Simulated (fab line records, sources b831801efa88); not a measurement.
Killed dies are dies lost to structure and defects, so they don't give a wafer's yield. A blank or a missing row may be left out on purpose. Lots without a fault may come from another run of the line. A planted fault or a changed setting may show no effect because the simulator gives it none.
fab line records | flow sky130
record lots=5 wafers=15 last_day=50
route steps=708 shown SONOS_TUNNEL@158 SONOS_ONO@168 PAD_OPEN@708
lots that met no fault: from a run of the same line without faults
start_h: hours from the record's first day to the start of the lot's first wafer shown | wait_h: hours since the lot's step before | " the same as in the row above | L1.1+2: a row that stands for several wafers | - no value, or no start given | * or withheld: withheld | < > ~ a bound
route shown NAME@n: a module of which the file shows steps, and the number in the route of the first | usual: mean/standard deviation of fault-free wafers | same: alike in all rows | chamber/n: place in a boat | sites: the reading at each site | _std_site: their standard deviation | _edge_site: outer sites' mean less inner sites' | radius_mm: how far each site lies from the wafer's centre | mask NAME#n: copy n | behind: the tool/chamber that last shaped the wafer | hold: why the lot was held/for how many hours/how that ended | device: the transistor (n, p or np) that didn't switch | end of line: the same wafers' tests at the end of the route | a step without rows: its recipe alone | killed: dies lost to structure and defects at the first sort, not the wafer's yield | map: a wafer's dies, x killed, . not, _ none there
set.NAME: the setting as run; set.NAME@STEP: as run at that earlier step | model.NAME: the simulator's own value behind a step, which no gauge read
lots at some steps of the route; a table a step, a row a wafer
## steps
# step SKY_SONOS_TUNNEL_EXPOSE_04
# recipe mask_id=TUNM na=0.6 source_shape=conventional sigma_outer=0.6 polarization=unpolarized target_cd_nm=410 dose_mj=136
# step SKY_SONOS_TUNNEL_PEB_05
# recipe temp_c=withheld time_s=* resist=NOVOLAK
# step SKY_SONOS_TUNNEL_DEVELOP_06
# recipe resist=NOVOLAK developer=TMAH develop_time_s=60 dev_temp_c=23
# step SKY_SONOS_TUNNEL_CD_MEAS_07
# recipe target_cd_nm=410
# usual cd_nm=410.0/2.3
# columns lot.wafer tool chamber start_h wait_h cd_nm
L489.2 cd_sem-01 - 255.22 0.1 410.9
L489.4 " - " " 409.3
L489.5 " - " " 411.0
L497.1 cd_sem-02 - 323.41 0.1 410.1
L497.2 " - " " 411.3
L497.5 " - " " 409.1
L501.3 cd_sem-02 - 348.54 0.1 408.4
L501.5 " - " " 408.8
L501.6 " - " " 409.1
L508.1 cd_sem-02 - 434.26 0.1 408.6
L508.4 " - " " 407.3
L508.6 " - " " 406.6
L511.1 cd_sem-02 - 448.95 0.1 408.3
L511.4 " - " " 408.6
L511.6 " - " " 408.0
# step SKY_SONOS_TUNNEL_OVL_MEAS_08
# usual SONOS_TUNNEL_OVL=0.2/1.3
# columns lot.wafer tool chamber start_h wait_h SONOS_TUNNEL_OVL[nm]
L489.2 overlay-01 - 255.33 0.1 1.8
L489.4 " - " " 1.1
L489.5 " - " " 0.2
L497.1 overlay-02 - 323.53 0.1 0.4
L497.2 " - " " 0.8
L497.5 " - " " 1.3
L501.3 overlay-01 - 348.63 0.1 2.1
L501.5 " - " " 2.6
L501.6 " - " " 0.4
L508.1 overlay-01 - 434.38 0.1 -1.1
L508.4 " - " " -0.5
L508.6 " - " " -2.7
L511.1 overlay-01 - 449.07 0.1 -1.7
L511.4 " - " " -3.5
L511.6 " - " " -2.2
# step SKY_SONOS_TUNNEL_IMPLANT_09
# recipe species=B energy_kev=20 dose_cm2=1e+12 tilt_deg=withheld
# step SKY_SONOS_TUNNEL_WET_ETCH_10
# recipe chemistry=dHF target_depth_nm=14 target=SiO2 dilution=100:1 temp_c=25 time_s=280
# step SKY_SONOS_TUNNEL_STRIP_11
# recipe chemistry=SPM time_s=600 temp_c=130
# step SKY_SONOS_TUNNEL_TW_MEAS_12
# usual SONOS_TUNNEL_TW=200.2/2.2
# columns lot.wafer tool chamber start_h wait_h SONOS_TUNNEL_TW
L489.2 film_metro-02 - 255.80 0.0 200.4
L489.4 " - " " 200.5
L489.5 " - " " 201.3
L497.1 film_metro-01 - 323.99 0.0 202.1
L497.2 " - " " 201.6
L497.5 " - " " 201.1
L501.3 film_metro-01 - 349.12 0.0 201.9
L501.5 " - " " 201.3
L501.6 " - " " 201.8
L508.1 film_metro-01 - 434.83 0.0 201.8
L508.4 " - " " 201.7
L508.6 " - " " 203.1
L511.1 film_metro-03 - 449.54 0.0 196.4
L511.4 " - " " 196.6
L511.6 " - " " 195.5
# step SKY_SONOS_TUNNEL_CLEAN_13
# recipe chemistry=dHF time_s=20 dilution=100:1 dry=ipa_marangoni
# step SKY_SONOS_ONO_OXIDATION_00
# recipe temp_c=800 ambient=O2 idle_temp_c=700 ramp_up_c_per_min=10 ramp_down_c_per_min=3 stabilise_s=600 purge_s=300 target_thk_a=26 ox_time_s=1249
# step SKY_SONOS_ONO_THK_MEAS_01
# recipe reads=SiO2_of_SONOS_ONO_OXIDATION_00
# usual SONOS_ONO_OXIDATION_THK=2.61/0.067
# columns lot.wafer tool chamber start_h wait_h SONOS_ONO_OXIDATION_THK[nm]
L489.2 film_metro-02 - 260.79 0.0 2.64
L489.4 " - " " 2.65
L489.5 " - " " 2.68
L497.1 film_metro-02 - 325.72 0.0 2.56
L497.2 " - " " 2.53
L497.5 " - " " 2.54
L501.3 film_metro-03 - 352.23 0.0 2.65
L501.5 " - " " 2.69
L501.6 " - " " 2.59
L508.1 film_metro-03 - 436.44 0.0 2.56
L508.4 " - " " 2.57
L508.6 " - " " 2.53
L511.1 film_metro-04 - 451.12 0.0 2.58
L511.4 " - " " 2.71
L511.6 " - " " 2.59
# step SKY_SONOS_ONO_CVD_02
# recipe material=Si3N4 precursor=DCS/NH3 target_thk_nm=10.5 temp_c=770 time_s=180 pressure_mtorr=250
# usual spike_tc_centre_C=771.0/1 susceptor_temp_C=770.0/0.32 zone_power_bottom_pct=18.85/0.29 zone_power_centre_pct=13.91/0.17
# columns lot.wafer tool chamber start_h wait_h spike_tc_centre_C susceptor_temp_C zone_power_bottom_pct zone_power_centre_pct model.Si3N4_of_SONOS_ONO_CVD_02.thk_nm
L489.2 lpcvd-02 0 262.51 1.7 773.5 770.0 19.01 14.02 10.78
L489.4 " 0 " " 771.4 770.1 18.69 13.91 10.8
L489.5 " 0 " " 770.3 770.4 19.06 13.80 10.8
L497.1 lpcvd-02 0 325.78 0.1 771.2 770.2 18.90 14.13 10.38
L497.2 " 0 " " 770.5 770.4 18.84 14.08 10.28
L497.5 " 0 " " 772.5 769.7 18.79 13.84 10.22
L501.3 lpcvd-02 1 352.27 0.0 786.9 770.4 18.82 18.32 11.18
L501.5 " 1 " " 788.2 769.4 18.65 17.99 11.57
L501.6 " 1 " " 787.1 769.4 18.58 18.25 11.79
L508.1 lpcvd-02 1 436.50 0.1 770.7 769.9 18.81 13.83 10.64
L508.4 " 1 " " 769.9 770.5 18.72 13.60 10.63
L508.6 " 1 " " 769.2 770.4 18.56 13.81 10.61
L511.1 lpcvd-02 1 451.18 0.1 772.9 770.3 18.51 13.64 10.45
L511.4 " 1 " " 768.4 770.0 18.64 13.82 10.57
L511.6 " 1 " " 772.0 769.5 18.54 13.85 10.57
# step SKY_SONOS_ONO_THK_MEAS_03
# recipe reads=Si3N4_of_SONOS_ONO_CVD_02
# usual SONOS_ONO_CVD_02_THK=10.50/0.16
# columns lot.wafer tool chamber start_h wait_h SONOS_ONO_CVD_02_THK[nm]
L489.2 film_metro-03 - 263.57 0.0 10.77
L489.4 " - " " 10.81
L489.5 " - " " 10.84
L497.1 film_metro-03 - 326.83 0.0 10.43
L497.2 " - " " 10.31
L497.5 " - " " 10.19
L501.3 film_metro-03 - 353.34 0.0 11.17
L501.5 " - " " 11.54
L501.6 " - " " 11.79
L508.1 film_metro-03 - 437.55 0.0 10.60
L508.4 " - " " 10.60
L508.6 " - " " 10.62
L511.1 film_metro-03 - 452.23 0.0 10.45
L511.4 " - " " 10.56
L511.6 " - " " 10.54
# step SKY_SONOS_ONO_CVD_04
# recipe material=SiO2 precursor=SiH4/N2O target_thk_nm=5.7199 temp_c=900 pressure_mtorr=400
# step SKY_PAD_OPEN_PROBE_99
# usual killed_at_M0_to_M3=42/6.6 killed_at_M4_up=3.1/1.9 killed_at_contacts=24/5.6 killed_at_front_end=15/4.8 killed_at_other=0.3/0.48 killed_dies=84/10 killed_open=47/6.8 killed_short=37/6.8
# same gross_dies=492 killed_at_back_side=0
# columns lot.wafer tool chamber start_h wait_h killed_at_M0_to_M3 killed_at_M4_up killed_at_contacts killed_at_front_end killed_at_other killed_dies killed_open killed_short model.etest.cap_ono.gate_log10_a_cm2 model.etest.cap_ono.gate_bv_v model.etest.cap_ono.tox_acc_nm model.etest.sonos_programmed.vt_v model.etest.sonos_erased.vt_v model.etest.sonos_baked.vt_v model.etest.sonos_baked.vt_less_v
L489.2 prober-02 - 1083.05 0.1 50 1 20 8 1 80 51 29 -8.238 16.35 13.16 1.346 -2.152 0.8987 -0.4477
L489.4 prober-02 - 1083.15 0.2 31 1 35 15 0 82 55 27 -8.411 16.67 13.24 1.288 -2.123 0.8647 -0.4231
L489.5 prober-02 - 1083.20 0.2 38 1 26 13 1 79 43 36 -8.307 16.92 13.22 1.318 -2.109 0.8957 -0.4223
L497.1 prober-02 - 1136.51 0.1 36 3 28 11 0 78 37 41 -7.754 16.38 12.74 1.53 -2.332 1.005 -0.5249
L497.2 prober-02 - 1136.56 0.1 37 3 17 13 0 70 33 37 -7.716 16.39 12.68 1.528 -2.382 0.9725 -0.5556
L497.5 prober-02 - 1136.71 0.2 43 4 28 17 0 92 53 39 -7.825 16.45 12.77 1.506 -2.351 1.002 -0.5047
L501.3 prober-02 - 1153.58 0.2 47 0 23 11 1 82 44 38 -8.39 17.08 13.28 1.238 -2.1 0.8833 -0.3543
L501.5 prober-02 - 1153.68 0.2 48 2 26 17 0 93 58 35 -8.679 17.31 13.53 1.143 -1.915 0.797 -0.3464
L501.6 prober-02 - 1153.73 0.2 46 4 28 13 1 92 47 45 -8.802 17.16 13.56 1.047 -1.948 0.6844 -0.3623
L508.1 prober-01 - 1197.77 0.1 36 6 29 6 1 78 51 27 -8.261 16.81 13.16 1.326 -2.156 0.8493 -0.4763
L508.4 prober-01 - 1197.92 0.2 42 5 23 13 0 83 48 35 -8.186 16.75 13.11 1.343 -2.141 0.8822 -0.461
L508.6 prober-01 - 1198.02 0.2 33 6 33 13 0 85 49 36 -8.005 16.25 12.98 1.397 -2.246 0.9318 -0.4657
L511.1 prober-02 - 1203.38 0.1 44 1 18 11 0 74 43 29 -7.989 16.7 12.92 1.42 -2.245 0.938 -0.4824
L511.4 prober-02 - 1203.53 0.2 42 2 21 14 0 79 37 42 -7.963 16.65 12.94 1.431 -2.246 0.9579 -0.4733
L511.6 prober-02 - 1203.63 0.2 44 3 27 9 0 83 47 36 -8.078 16.72 12.98 1.395 -2.225 0.9185 -0.4769
# killed by level:class
L489.2 VIA3:geometric_particle:open=12 VIA1:geometric_particle:open=9 CONTACT:geometric_particle:open=9 METAL2:geometric_particle:short=7 VIA2:geometric_particle:open=7 VIA1:geometric_particle:short=5 METAL3:geometric_particle:short=5 LI_CONTACT:geometric_particle:open=4
L489.4 CONTACT:geometric_particle:open=16 VIA1:geometric_particle:open=8 LI_CONTACT:geometric_particle:open=7 VIA3:geometric_particle:open=7 LOCAL_INTERCONNECT:geometric_particle:short=6 FIELD_ISO:geometric_particle:open=5 VIA3:geometric_particle:short=4 POLY_GATE:geometric_particle:open=3
L489.5 VIA1:geometric_particle:open=9 LOCAL_INTERCONNECT:geometric_particle:short=9 LI_CONTACT:geometric_particle:open=8 VIA3:geometric_particle:open=8 CONTACT:geometric_particle:open=6 METAL2:geometric_particle:short=5 POLY_GATE:geometric_particle:short=4 VIA2:geometric_particle:open=4
L497.1 METAL2:geometric_particle:short=9 VIA1:geometric_particle:open=8 LI_CONTACT:geometric_particle:open=8 CONTACT:geometric_particle:open=7 LI_CONTACT:geometric_particle:short=5 LOCAL_INTERCONNECT:geometric_particle:short=5 VIA1:geometric_particle:short=4 METAL2:geometric_particle:open=3
L497.2 METAL1:geometric_particle:short=9 VIA3:geometric_particle:open=6 LI_CONTACT:geometric_particle:open=5 METAL2:geometric_particle:short=4 CONTACT:geometric_particle:open=4 METAL3:geometric_particle:short=4 VIA2:geometric_particle:short=4 FIELD_ISO:geometric_particle:short=3
L497.5 VIA2:geometric_particle:open=10 CONTACT:geometric_particle:open=10 FIELD_ISO:geometric_particle:short=8 VIA3:geometric_particle:open=8 CONTACT:geometric_particle:short=8 LI_CONTACT:geometric_particle:open=7 METAL1:geometric_particle:short=6 METAL2:geometric_particle:short=6
L501.3 CONTACT:geometric_particle:open=9 METAL1:geometric_particle:short=9 VIA1:geometric_particle:open=9 VIA3:geometric_particle:open=7 LOCAL_INTERCONNECT:geometric_particle:short=6 VIA3:geometric_particle:short=6 FIELD_ISO:geometric_particle:short=4 VIA1:geometric_particle:short=4
L501.5 VIA1:geometric_particle:open=17 CONTACT:geometric_particle:open=11 LI_CONTACT:geometric_particle:open=6 METAL2:geometric_particle:short=5 VIA2:geometric_particle:open=5 VIA3:geometric_particle:open=5 FIELD_ISO:geometric_particle:short=4 POLY_GATE:geometric_particle:open=4
L501.6 VIA1:geometric_particle:open=16 CONTACT:geometric_particle:open=11 METAL1:geometric_particle:short=7 VIA2:geometric_particle:open=7 LI_CONTACT:geometric_particle:open=5 LOCAL_INTERCONNECT:geometric_particle:short=5 FIELD_ISO:geometric_particle:short=4 POLY_GATE:geometric_particle:short=4
L508.1 CONTACT:geometric_particle:open=15 VIA2:geometric_particle:open=9 VIA3:geometric_particle:open=7 VIA1:geometric_particle:open=5 VIA1:geometric_particle:short=4 FIELD_ISO:geometric_particle:short=3 LI_CONTACT:geometric_particle:short=3 LI_CONTACT:geometric_particle:open=3
L508.4 CONTACT:geometric_particle:open=10 VIA1:geometric_particle:open=9 VIA2:geometric_particle:open=7 METAL1:geometric_particle:short=6 LI_CONTACT:geometric_particle:open=4 LOCAL_INTERCONNECT:geometric_particle:short=4 CONTACT:geometric_particle:short=4 VIA3:geometric_particle:open=4
L508.6 CONTACT:geometric_particle:open=20 VIA1:geometric_particle:open=7 FIELD_ISO:geometric_particle:short=6 METAL1:geometric_particle:short=6 VIA3:geometric_particle:open=6 LI_CONTACT:geometric_particle:open=4 METAL4:geometric_particle:short=4 LI_CONTACT:geometric_particle:short=3
L511.1 VIA1:geometric_particle:open=13 VIA3:geometric_particle:open=7 METAL2:geometric_particle:short=6 METAL1:geometric_particle:short=6 CONTACT:geometric_particle:open=5 CONTACT:geometric_particle:short=5 VIA2:geometric_particle:open=5 SPACER:geometric_particle:open=4
L511.4 METAL1:geometric_particle:short=9 POLY_GATE:geometric_particle:open=7 CONTACT:geometric_particle:open=7 CONTACT:geometric_particle:short=7 VIA3:geometric_particle:open=6 METAL1:geometric_particle:open=4 VIA1:geometric_particle:open=4 VIA1:geometric_particle:short=4
L511.6 LI_CONTACT:geometric_particle:open=10 VIA1:geometric_particle:open=10 METAL2:geometric_particle:short=8 CONTACT:geometric_particle:open=8 METAL1:geometric_particle:short=7 VIA3:geometric_particle:open=6 VIA1:geometric_particle:short=5 VIA2:geometric_particle:open=5
## key
first_sign step=SKY_SONOS_ONO_CVD_02 reading=zone_power_centre_pct direction=up sigmas=26 usual=13.91 struck=18.19
effect step=SKY_SONOS_ONO_CVD_02 reading=spike_tc_centre_C direction=up sigmas=16 usual=771.0 struck=787.4
effect step=SKY_SONOS_ONO_THK_MEAS_03 reading=SONOS_ONO_CVD_02_THK direction=up sigmas=6.4 usual=10.50 struck=11.50
model_effect step=SKY_SONOS_ONO_CVD_02 value=Si3N4_of_SONOS_ONO_CVD_02.thk_nm without=10.72 struck=11.51
model_effect step=SKY_PAD_OPEN_PROBE_99 value=etest.cap_ono.gate_log10_a_cm2 without=-8.101 struck=-8.623
met_at SKY_SONOS_ONO_CVD_02
struck_wafers L501.3,L501.5,L501.6
tester_left_out L501
fault kind=process_parameter_drift tool=lpcvd-02 chamber=1 onset_h=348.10 steps=SKY_SONOS_ONO_CVD_02 channel=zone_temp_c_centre offset=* shape=step end_h=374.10
# tester_left_out: of these lots the tester's yield and bins aren't shown, on N5 and GAA mostly nor the transistor test; their killed dies are dies lost to structure and defects alone, not to doping, threshold or leakage, so they don't give the yield
